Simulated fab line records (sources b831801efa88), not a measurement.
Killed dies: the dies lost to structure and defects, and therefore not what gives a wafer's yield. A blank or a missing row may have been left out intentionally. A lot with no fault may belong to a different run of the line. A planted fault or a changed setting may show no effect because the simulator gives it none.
Problem report in the 8D (eight disciplines) form, filled by code / flow gf180mcu / the parts of the form that need people (team, actions taken, sign-off) are left out

## 1. PROBLEM STATEMENT
Mean HV_LDD_RS at GF_HV_LDD_RS_MEAS_53: 423.4 ohm/sq over 6 wafers in 2 lots; fault-free wafers: 418.5 ohm/sq, standard deviation 0.93. That puts it +5.3 standard deviations away from the usual mean.
The step: measures by four-point-probe.
Earliest sighting: wafer L116.1 on filmMetro-04 at day 15 01:57. At this step, 36 wafers from 12 lots have a number in the record. The rule behind "out" and "out of limits": a value lying over 4 standard deviations away from the usual mean. The rest of the wafers with a number are treated as sound.

## 2. WHAT IT IS, AND WHAT IT ISN'T
question=which readings at this step | is=HV_LDD_RS | is not=-
question=which lots | is=L116, L118 | is not=L108, L109, L113, L121, L125, L126, L127, L128, L130, L131
question=which wafers of those lots | is=all that have a number | is not=-
question=read on which gauges | is=filmMetro-03, filmMetro-04 | is not=filmMetro-01
question=when | is=from day 15 01:57 | is not=up to then (9 sound wafers); but 21 sound wafers of L121, L125, L126, L127, L128, L130, L131 came after

## 3. THE SUSPECTS, EACH WITH WHAT RULES IT OUT
Counting: any tool at a process step up to the reading is kept as a suspect provided that every lot that is out went through it and no sound lot did after the first of them.
- ruled out: the gauge at GF_HV_LDD_RS_MEAS_53. Those wafers that are out were read across 2 gauges (filmMetro-03, filmMetro-04).
- implanter-02 at GF_HV_LDD_IMPLANT_09: ruled out as a lasting fault. The sound lots L126, L128 went through it after L116, its earliest lot that is out (day 12 12:37).
Left after counting: nothing in the record.

## 4. THE CAUSE (what the simulator had put in)
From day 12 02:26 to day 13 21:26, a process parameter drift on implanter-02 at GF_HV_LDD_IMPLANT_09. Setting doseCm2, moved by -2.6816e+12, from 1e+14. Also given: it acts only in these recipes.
It was ruled out by counting, in error; the rule expects a fault to strike all lots run on its tool from its start on, and this fault did not.

## 5. THE EFFECT CHAIN, in route order
One row per reading whose mean, taken over the struck wafers that have a number, lies over 3 standard deviations from the usual. Readings are gone through only where the record gives a usual standard deviation; hours: the median, over the lots, of the time from a lot's start at the first step in this table giving one to that lot's start at this step; sigmas: the change measured in usual standard deviations.
hours=0; step=GF_HV_LDD_IMPLANT_09; reading=doseIonsCm2; usual=1.0002e+14; on struck wafers=9.7340e+13; change=-2.6800e+12; sigmas=-24
hours=62; step=GF_HV_LDD_RS_MEAS_53; reading=HV_LDD_RS; usual=418.5 ohm/sq; on struck wafers=423.4; change=+4.9; sigmas=+5.3
Its process steps:
- GF_HV_LDD_IMPLANT_09
Later measuring or inspecting steps at which every struck wafer that the step has a row for has a number for every such reading, and none has moved that far: GF_V4_BOW_MEAS_05.

## 6. HOW IT WOULD HAVE BEEN CAUGHT EARLIER
Counted from the fault's start at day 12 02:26, it took 72 hours until the first out-of-limits reading at a measuring or inspecting step in this record, taken at day 15 01:57.
At GF_HV_LDD_IMPLANT_09, the tool's own readings (doseIonsCm2) were out on each struck wafer the step has a row for, so an alarm limit on them would have fired on the first such wafer.
